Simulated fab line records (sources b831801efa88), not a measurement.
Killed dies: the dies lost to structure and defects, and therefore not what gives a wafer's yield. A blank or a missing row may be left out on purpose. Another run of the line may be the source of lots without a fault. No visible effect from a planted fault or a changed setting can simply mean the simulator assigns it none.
fab line records	flow sky130
record lots=7	wafers=21	last-day=50
route steps=708 shown PWDE@48 NWELL@56 PAD_OPEN@708
lots untouched by any fault: they come from a run of this same line in which no faults occurred
start-h: hours from the record's first day to the start of the lot's first wafer shown	wait-h: hours from the lot's prior step to this one	" unchanged from the row above	L1.1+2: a row that stands for several wafers	- no value, or no start was given	* or withheld: withheld	< > ~ a bound
route shown NAME@n: names a module that has steps shown in the file, with the first one's number in the route	usual: mean/standard deviation of fault-free wafers	same: alike in all rows	chamber/n: place in a boat	sites: each site's reading	_std_site: how widely they spread, as a standard deviation	_edge_site: outer sites' mean less inner sites'	radius-mm: how far each site lies from the wafer's centre	mask NAME#n: copy n	behind: the most recent tool/chamber to have shaped the wafer	hold: what put the lot on hold/how long, in hours/how the hold closed	device: whichever transistor did not switch (one of n, p or np)	end of line: the same wafers' tests at the end of the route	a step with no rows: only its recipe	killed: dies lost to structure and defects at the first sort, not the wafer's yield	map: shows each die of a wafer: x if killed, . if not, _ if none is there
set.NAME: the run value of the setting; set.NAME@STEP: its run value at that earlier step	model.NAME: the simulator's own value behind a step, which no gauge read
lots at selected steps of the route; one table per step, one row per wafer
services: when a tool's chamber went out of use (start-h, in hours from the record's first day, below 0 if earlier), for how many hours, and the reason
## steps
# step SKY_PWDE_SOFTBAKE_03
# recipe temp-c=110	time-s=withheld
# step SKY_PWDE_EXPOSE_04
# recipe mask-id=PWDEM	na=0.6	source-shape=conventional	sigma-outer=0.6	polarization=unpolarized	target-cd-nm=840	dose-mj=214
# step SKY_PWDE_PEB_05
# recipe temp-c=115	time-s=withheld
# step SKY_PWDE_DEVELOP_06
# recipe wall-angle-deg=90	developer=TMAH	develop-time-s=60	dev-temp-c=23
# step SKY_PWDE_OVL_MEAS_07
# usual PWDE_OVL=-0.9/1.4
lot.wafer	tool	chamber	start-h	wait-h	PWDE_OVL[nm]
L298.1	overlay-02	-	70.83	-	-0.6
L298.5	"	-	"	"	0.3
L298.6	"	-	"	"	1.1
L308.2	overlay-02	-	124.71	-	0.7
L308.4	"	-	"	"	-0.1
L308.5	"	-	"	"	0.5
L312.1	overlay-01	-	146.52	-	-1.0
L312.4	"	-	"	"	1.1
L312.5	"	-	"	"	-0.2
L314.2	overlay-02	-	159.92	-	-2.2
L314.4	"	-	"	"	-4.1
L314.5	"	-	"	"	-2.2
L315.1	overlay-02	-	163.93	-	-2.4
L315.4	"	-	"	"	-1.7
L315.5	"	-	"	"	-2.0
L316.2	overlay-01	-	169.87	-	-1.1
L316.3	"	-	"	"	-1.7
L316.5	"	-	"	"	-1.9
L319.1	overlay-01	-	189.02	-	-2.5
L319.3	"	-	"	"	0.4
L319.6	"	-	"	"	-1.6
# step SKY_PWDE_IMPLANT_08
# recipe species=B	energy-kev=150	dose-cm2=3.6e+12	tilt-deg=withheld
# step SKY_PWDE_STRIP_09
# recipe chemistry=O2/N2	power-w=1400	pressure-mtorr=1500	platen-temp-c=withheld	o2-flow-sccm=3000	n2-flow-sccm=300	overash-fraction=0.5
# usual drypump-motor-current-A=5.6/0.57	n2-flow-sccm=299.8/0.84	oes-product-au=0.722/0.0041	strip-time-to-endpoint-s=36.90/0.12
lot.wafer	tool	chamber	start-h	wait-h	drypump-motor-current-A	n2-flow-sccm	oes-product-au	rf-hours-counter-h	strip-time-to-endpoint-s
L298.1	plasma-asher-03	0	71.02	0.1	5.9	299.8	0.724	40	36.83
L298.5	"	0	"	"	5.9	299.1	0.724	-	36.91
L298.6	"	1	"	"	6.7	301.1	0.722	-	36.78
L308.2	plasma-asher-03	1	124.89	0.1	6.7	299.0	0.724	1	36.72
L308.4	"	0	"	"	5.9	299.1	0.731	-	36.77
L308.5	"	0	"	"	5.9	300.5	0.728	-	36.72
L312.1	plasma-asher-01	1	146.70	0.1	5.3	298.5	0.713	43	36.98
L312.4	"	1	"	"	5.3	299.3	0.724	-	37.08
L312.5	"	1	"	"	5.3	300.4	0.720	-	37.01
L314.2	plasma-asher-04	1	160.10	0.1	5.2	299.6	0.724	35	36.93
L314.4	"	1	"	"	5.2	298.5	0.726	-	36.90
L314.5	"	0	"	"	5.2	298.8	0.725	-	36.94
L315.1	plasma-asher-03	1	164.12	0.1	6.7	298.5	0.725	4	36.76
L315.4	"	0	"	"	5.9	300.1	0.726	-	36.71
L315.5	"	0	"	"	5.9	300.9	0.723	-	36.82
L316.2	plasma-asher-03	0	170.05	0.1	5.9	298.8	0.717	5	36.78
L316.3	"	1	"	"	6.7	301.3	0.722	-	36.77
L316.5	"	1	"	"	6.7	300.5	0.720	-	36.71
L319.1	plasma-asher-01	0	189.20	0.1	5.3	300.2	0.724	47	37.01
L319.3	"	1	"	"	5.3	300.4	0.725	-	36.73
L319.6	"	1	"	"	5.3	299.8	0.726	-	36.82
# step SKY_PWDE_TW_MEAS_10
# usual PWDE_TW=374.7/2.6
lot.wafer	tool	chamber	start-h	wait-h	PWDE_TW
L298.1	film-metro-03	-	71.12	0.1	373.9
L298.5	"	-	"	"	375.3
L298.6	"	-	"	"	372.8
L308.2	film-metro-03	-	125.00	0.1	376.6
L308.4	"	-	"	"	378.1
L308.5	"	-	"	"	377.5
L312.1	film-metro-04	-	146.80	0.1	374.1
L312.4	"	-	"	"	376.8
L312.5	"	-	"	"	374.9
L314.2	film-metro-04	-	160.21	0.1	376.2
L314.4	"	-	"	"	373.8
L314.5	"	-	"	"	376.6
L315.1	film-metro-02	-	164.22	0.1	369.3
L315.4	"	-	"	"	367.8
L315.5	"	-	"	"	368.9
L316.2	film-metro-03	-	170.16	0.1	375.3
L316.3	"	-	"	"	374.3
L316.5	"	-	"	"	375.8
L319.1	film-metro-02	-	189.30	0.1	370.8
L319.3	"	-	"	"	370.9
L319.6	"	-	"	"	371.8
# step SKY_NWELL_DEHYDRATE_03
# recipe temp-c=200	time-s=60
# step SKY_NWELL_HMDS_04
# recipe prime-time-s=60	prime-temp-c=120
# step SKY_NWELL_COAT_05
# recipe spin-rpm=2000	resist-thk-nm=3000
# step SKY_NWELL_SOFTBAKE_06
# recipe temp-c=110	time-s=withheld
# step SKY_NWELL_EXPOSE_07
# recipe mask-id=NWM	na=0.6	source-shape=conventional	sigma-outer=0.6	polarization=unpolarized	target-cd-nm=840	dose-mj=255
# usual reticle-temp-C=23.02/0.089
# same sigma-outer=0.6
lot.wafer	tool	chamber	start-h	wait-h	mask	reticle-temp-C	model.NWELL.overlay-x-nm
L298.1	iline-stepper-02	0	79.68	-	NWM#0	22.86	0.278
L298.5	"	0	"	"	NWM#0	22.90	0.278
L298.6	"	0	"	"	NWM#0	22.94	0.278
L308.2	iline-stepper-01	0	134.61	-	NWM#0	22.98	1.6
L308.4	"	0	"	"	NWM#0	22.95	1.6
L308.5	"	0	"	"	NWM#0	22.89	1.6
L312.1	iline-stepper-01	0	156.76	-	NWM#0	23.17	-126.5
L312.4	"	0	"	"	NWM#0	23.03	-126.5
L312.5	"	0	"	"	NWM#0	22.94	-126.5
L314.2	iline-stepper-01	0	170.80	-	NWM#0	23.00	-123.1
L314.4	"	0	"	"	NWM#0	22.95	-123.1
L314.5	"	0	"	"	NWM#0	22.98	-123.1
L315.1	iline-stepper-01	0	173.93	-	NWM#0	23.13	-127.1
L315.4	"	0	"	"	NWM#0	23.08	-127.1
L315.5	"	0	"	"	NWM#0	23.14	-127.1
L316.2	iline-stepper-02	0	180.69	-	NWM#0	23.06	-0.161
L316.3	"	0	"	"	NWM#0	23.14	-0.161
L316.5	"	0	"	"	NWM#0	22.97	-0.161
L319.1	iline-stepper-02	0	199.31	-	NWM#0	22.96	2.494
L319.3	"	0	"	"	NWM#0	22.94	2.494
L319.6	"	0	"	"	NWM#0	23.04	2.494
# step SKY_NWELL_PEB_08
# recipe temp-c=115	time-s=withheld
# step SKY_NWELL_DEVELOP_09
# recipe wall-angle-deg=90	developer=TMAH	develop-time-s=60	dev-temp-c=23
# step SKY_NWELL_OVL_MEAS_10
# usual NWELL_00_OVL=0.2/1.4
lot.wafer	tool	chamber	start-h	wait-h	NWELL_00_OVL[nm]
L298.1	overlay-01	-	88.41	-	2.3
L298.5	"	-	"	"	0.6
L298.6	"	-	"	"	0.6
L308.2	overlay-01	-	144.69	-	2.1
L308.4	"	-	"	"	2.2
L308.5	"	-	"	"	2.5
L312.1	overlay-01	-	167.47	-	-126.8
L312.4	"	-	"	"	-127.4
L312.5	"	-	"	"	-126.2
L314.2	overlay-02	-	181.51	-	-125.6
L314.4	"	-	"	"	-124.2
L314.5	"	-	"	"	-123.3
L315.1	overlay-02	-	184.68	-	-127.2
L315.4	"	-	"	"	-129.0
L315.5	"	-	"	"	-127.4
L316.2	overlay-02	-	191.21	-	1.3
L316.3	"	-	"	"	0.0
L316.5	"	-	"	"	0.0
L319.1	overlay-01	-	211.02	-	1.3
L319.3	"	-	"	"	-0.2
L319.6	"	-	"	"	-0.7
# step SKY_NWELL_IMPLANT_11
# recipe species=P	energy-kev=400	dose-cm2=1.9e+13	tilt-deg=withheld
# step SKY_PAD_OPEN_PROBE_99
# usual killed_at_M0_to_M3=45/7.2	killed_at_M4_up=3.0/1.8	killed-at-contacts=25/6.1	killed-at-front-end=14/4.4	killed-at-other=0.2/0.44	killed-dies=88/10	killed-open=48/7.4	killed-short=40/6.3
# same gross-dies=492	killed-at-back-side=0
lot.wafer	tool	chamber	start-h	wait-h	killed_at_M0_to_M3	killed_at_M4_up	killed-at-contacts	killed-at-front-end	killed-at-other	killed-dies	killed-open	killed-short	model.etest.pfet_16v.r-on-ohm-um	model.etest.nfet_16v.r-on-ohm-um	model.etest.pfet_16v.drive-ua-um	model.etest.nfet_16v.drive-ua-um
L298.1	prober-02	-	1083.14	0.1	46	2	29	17	0	94	50	44	1.568e+04	1.409e+04	245.6	219.5
L298.5	prober-02	-	1083.34	0.2	43	2	25	15	0	85	47	38	1.566e+04	1.412e+04	243.4	215.6
L298.6	prober-02	-	1083.39	0.2	42	4	31	17	0	94	56	38	1.508e+04	1.403e+04	249.2	218
L308.2	prober-02	-	1140.63	0.1	36	1	26	15	0	78	36	42	1.516e+04	1.384e+04	246.6	221.2
L308.4	prober-02	-	1140.73	0.2	48	0	23	13	0	84	43	41	1.507e+04	1.382e+04	249.7	222.2
L308.5	prober-02	-	1140.78	0.2	49	2	24	16	0	91	44	47	1.496e+04	1.38e+04	248.3	221.4
L312.1	prober-02	-	1160.90	0.1	50	3	29	6	0	88	45	43	1.38e+04	1.321e+04	275.6	229.4
L312.4	prober-02	-	1161.05	0.2	46	1	22	14	0	83	43	40	1.394e+04	1.318e+04	272.6	230.6
L312.5	prober-02	-	1161.10	0.2	53	1	43	14	1	112	68	44	1.4e+04	1.317e+04	271.9	234.5
L314.2	prober-01	-	1171.70	0.1	51	6	25	14	0	96	53	43	1.426e+04	1.322e+04	274.6	227.5
L314.4	prober-01	-	1171.80	0.2	43	2	24	11	0	80	48	32	1.416e+04	1.326e+04	276.8	223.6
L314.5	prober-01	-	1171.85	0.2	57	0	22	17	0	96	56	40	1.429e+04	1.343e+04	274.3	225
L315.1	prober-02	-	1176.93	0.1	40	3	20	24	1	88	51	37	1.406e+04	1.331e+04	274.1	230.5
L315.4	prober-02	-	1177.08	0.2	40	4	22	9	1	76	44	32	1.37e+04	1.322e+04	277.8	230.6
L315.5	prober-02	-	1177.13	0.2	42	4	11	14	0	71	35	36	1.345e+04	1.315e+04	278.5	234.3
L316.2	prober-01	-	1183.28	0.1	30	5	35	17	0	87	45	42	1.489e+04	1.384e+04	254.2	226.6
L316.3	prober-01	-	1183.33	0.2	50	4	21	19	1	95	50	45	1.523e+04	1.397e+04	248.6	221.8
L316.5	prober-01	-	1183.43	0.2	36	8	17	20	0	81	35	46	1.562e+04	1.392e+04	245.9	226
L319.1	prober-01	-	1193.18	0.1	43	5	30	20	0	98	49	49	1.484e+04	1.434e+04	249.3	219.5
L319.3	prober-01	-	1193.28	0.2	43	2	25	11	0	81	46	35	1.513e+04	1.437e+04	242.2	215.4
L319.6	prober-01	-	1193.43	0.2	47	3	27	14	1	92	59	33	1.501e+04	1.431e+04	246.5	217.4
# killed by level:class
L298.1 CONTACT:geometric-particle:open=11 VIA1:geometric-particle:open=11 LI_CONTACT:geometric-particle:open=10 METAL2:geometric-particle:short=10 VIA2:geometric-particle:open=6 CONTACT:geometric-particle:short=5 FIELD_ISO:geometric-particle:open=4 POLY_CUT:geometric-particle:short=4
L298.5 VIA1:geometric-particle:open=12 LI_CONTACT:geometric-particle:open=8 VIA3:geometric-particle:open=7 CONTACT:geometric-particle:short=7 POLY_GATE:geometric-particle:short=6 CONTACT:geometric-particle:open=6 VIA2:geometric-particle:open=6 METAL1:geometric-particle:short=5
L298.6 CONTACT:geometric-particle:open=16 VIA1:geometric-particle:open=10 POLY_GATE:geometric-particle:short=7 VIA3:geometric-particle:open=7 METAL2:geometric-particle:short=6 POLY_GATE:geometric-particle:open=5 LOCAL_INTERCONNECT:geometric-particle:short=4 CONTACT:geometric-particle:short=4
L308.2 CONTACT:geometric-particle:open=9 VIA1:geometric-particle:open=8 POLY_GATE:geometric-particle:short=7 LOCAL_INTERCONNECT:geometric-particle:short=6 CONTACT:geometric-particle:short=6 METAL1:geometric-particle:short=5 LI_CONTACT:geometric-particle:open=4 VIA2:geometric-particle:open=4
L308.4 CONTACT:geometric-particle:open=9 VIA1:geometric-particle:open=9 VIA1:geometric-particle:short=8 VIA2:geometric-particle:open=8 LOCAL_INTERCONNECT:geometric-particle:short=6 FIELD_ISO:geometric-particle:short=5 VIA3:geometric-particle:open=5 POLY_GATE:geometric-particle:short=4
L308.5 VIA1:geometric-particle:open=10 CONTACT:geometric-particle:open=9 VIA3:geometric-particle:short=7 METAL1:geometric-particle:short=7 VIA2:geometric-particle:open=6 FIELD_ISO:geometric-particle:open=5 VIA2:geometric-particle:short=5 POLY_GATE:geometric-particle:short=4
L312.1 VIA1:geometric-particle:open=15 METAL1:geometric-particle:short=13 LI_CONTACT:geometric-particle:open=10 CONTACT:geometric-particle:open=9 CONTACT:geometric-particle:short=7 VIA1:geometric-particle:short=5 VIA2:geometric-particle:short=4 VIA3:geometric-particle:short=4
L312.4 VIA1:geometric-particle:open=16 VIA1:geometric-particle:short=6 VIA3:geometric-particle:open=6 LI_CONTACT:geometric-particle:short=5 LI_CONTACT:geometric-particle:open=5 LOCAL_INTERCONNECT:geometric-particle:short=5 CONTACT:geometric-particle:short=5 POLY_GATE:geometric-particle:open=4
L312.5 CONTACT:geometric-particle:open=21 VIA3:geometric-particle:open=13 METAL1:geometric-particle:short=9 CONTACT:geometric-particle:short=9 VIA1:geometric-particle:open=8 LI_CONTACT:geometric-particle:open=6 VIA2:geometric-particle:open=5 FIELD_ISO:geometric-particle:short=4
L314.2 VIA1:geometric-particle:open=12 CONTACT:geometric-particle:open=10 VIA1:geometric-particle:short=6 LOCAL_INTERCONNECT:geometric-particle:short=5 VIA2:geometric-particle:open=5 METAL1:geometric-particle:open=5 METAL2:geometric-particle:short=5 METAL3:geometric-particle:short=5
L314.4 VIA1:geometric-particle:open=11 CONTACT:geometric-particle:open=9 METAL2:geometric-particle:short=8 POLY_GATE:geometric-particle:open=5 CONTACT:geometric-particle:short=5 LI_CONTACT:geometric-particle:open=5 VIA2:geometric-particle:open=5 FIELD_ISO:geometric-particle:open=4
L314.5 VIA1:geometric-particle:open=12 CONTACT:geometric-particle:short=8 CONTACT:geometric-particle:open=7 VIA3:geometric-particle:open=7 VIA2:geometric-particle:open=7 VIA1:geometric-particle:short=6 VIA2:geometric-particle:short=6 FIELD_ISO:geometric-particle:open=5
L315.1 VIA1:geometric-particle:open=13 CONTACT:geometric-particle:open=8 FIELD_ISO:geometric-particle:open=6 LI_CONTACT:geometric-particle:open=6 VIA2:geometric-particle:open=6 FIELD_ISO:geometric-particle:short=5 METAL1:geometric-particle:short=4 VIA1:geometric-particle:short=4
L315.4 VIA1:geometric-particle:open=12 CONTACT:geometric-particle:open=9 VIA3:geometric-particle:open=8 METAL2:geometric-particle:short=6 LI_CONTACT:geometric-particle:open=5 VIA2:geometric-particle:open=5 FIELD_ISO:geometric-particle:short=4 LOCAL_INTERCONNECT:geometric-particle:short=4
L315.5 METAL1:geometric-particle:short=6 VIA1:geometric-particle:open=6 VIA3:geometric-particle:open=6 FIELD_ISO:geometric-particle:open=5 VIA2:geometric-particle:open=5 VIA2:geometric-particle:short=4 METAL2:geometric-particle:short=4 LI_CONTACT:geometric-particle:open=3
L316.2 LI_CONTACT:geometric-particle:open=10 CONTACT:geometric-particle:open=9 FIELD_ISO:geometric-particle:open=7 LI_CONTACT:geometric-particle:short=7 VIA1:geometric-particle:open=6 VIA2:geometric-particle:open=5 FIELD_ISO:geometric-particle:short=4 LOCAL_INTERCONNECT:geometric-particle:short=4
L316.3 METAL1:geometric-particle:short=11 VIA1:geometric-particle:open=10 VIA3:geometric-particle:open=9 VIA2:geometric-particle:open=8 CONTACT:geometric-particle:open=7 LOCAL_INTERCONNECT:geometric-particle:short=5 LI_CONTACT:geometric-particle:open=4 POLY_GATE:geometric-particle:short=3
L316.5 VIA1:geometric-particle:open=8 FIELD_ISO:geometric-particle:short=7 METAL4:geometric-particle:short=7 METAL1:geometric-particle:short=6 METAL3:geometric-particle:short=6 CONTACT:geometric-particle:open=5 VIA3:geometric-particle:open=5 POLY_GATE:geometric-particle:open=4
L319.1 VIA1:geometric-particle:open=10 CONTACT:geometric-particle:open=8 FIELD_ISO:geometric-particle:open=7 VIA3:geometric-particle:open=7 LOCAL_INTERCONNECT:geometric-particle:short=6 LI_CONTACT:geometric-particle:open=6 CONTACT:geometric-particle:short=6 VIA3:geometric-particle:short=6
L319.3 VIA1:geometric-particle:open=12 CONTACT:geometric-particle:open=11 METAL1:geometric-particle:short=9 VIA2:geometric-particle:open=6 FIELD_ISO:geometric-particle:open=5 LI_CONTACT:geometric-particle:open=5 VIA1:geometric-particle:short=5 POLY_GATE:geometric-particle:short=4
L319.6 CONTACT:geometric-particle:open=11 LI_CONTACT:geometric-particle:open=9 VIA1:geometric-particle:open=9 METAL1:geometric-particle:short=8 VIA2:geometric-particle:open=8 VIA3:geometric-particle:open=6 METAL2:geometric-particle:short=6 FIELD_ISO:geometric-particle:open=5
## services
tool	chamber	start-h	hours	kind
plasma-asher-01	-	53.81	2.8	pm
plasma-asher-04	-	64.41	1.4	repair
plasma-asher-01	-	90.09	1.3	repair
plasma-asher-03	-	108.75	9.0	pm
plasma-asher-03	0	108.75	9.0	vent-cycle
plasma-asher-03	1	108.75	9.0	vent-cycle
iline-stepper-02	-	113.22	1.7	pm
plasma-asher-03	0	117.75	-	clean
plasma-asher-03	1	117.75	-	clean
iline-stepper-02	-	172.77	0.8	repair
plasma-asher-04	-	188.74	1.6	repair
plasma-asher-04	-	190.64	88.7	repair
## key
first-sign step=SKY_NWELL_OVL_MEAS_10	reading=NWELL_00_OVL	direction=down	sigmas=89	usual=0.2	struck=-126.3
effect none on later readings
model-effect step=SKY_NWELL_EXPOSE_07	value=NWELL.overlay-x-nm	without=1.767	struck=-125.6
model-effect step=SKY_PAD_OPEN_PROBE_99	value=etest.pfet_16v.r-on-ohm-um	without=1.515e+04	struck=1.396e+04
met-at SKY_NWELL_EXPOSE_07
struck-wafers L312.1,L312.4,L312.5,L314.2,L314.4,L314.5,L315.1,L315.4,L315.5
tester-left-out L312,L314,L315
onset-between 134.61 156.76
fault kind=scanner-matching-overlay	tool=iline-stepper-01	chamber=-	onset-h=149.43	steps=SKY_NWELL_EXPOSE_07	offset=-127.33
# tester-left-out: of these lots the tester's yield and bins aren't shown, on N5 and GAA mostly nor the transistor test; their killed dies are dies lost to structure and defects alone, not to doping, threshold or leakage, so they don't give the yield
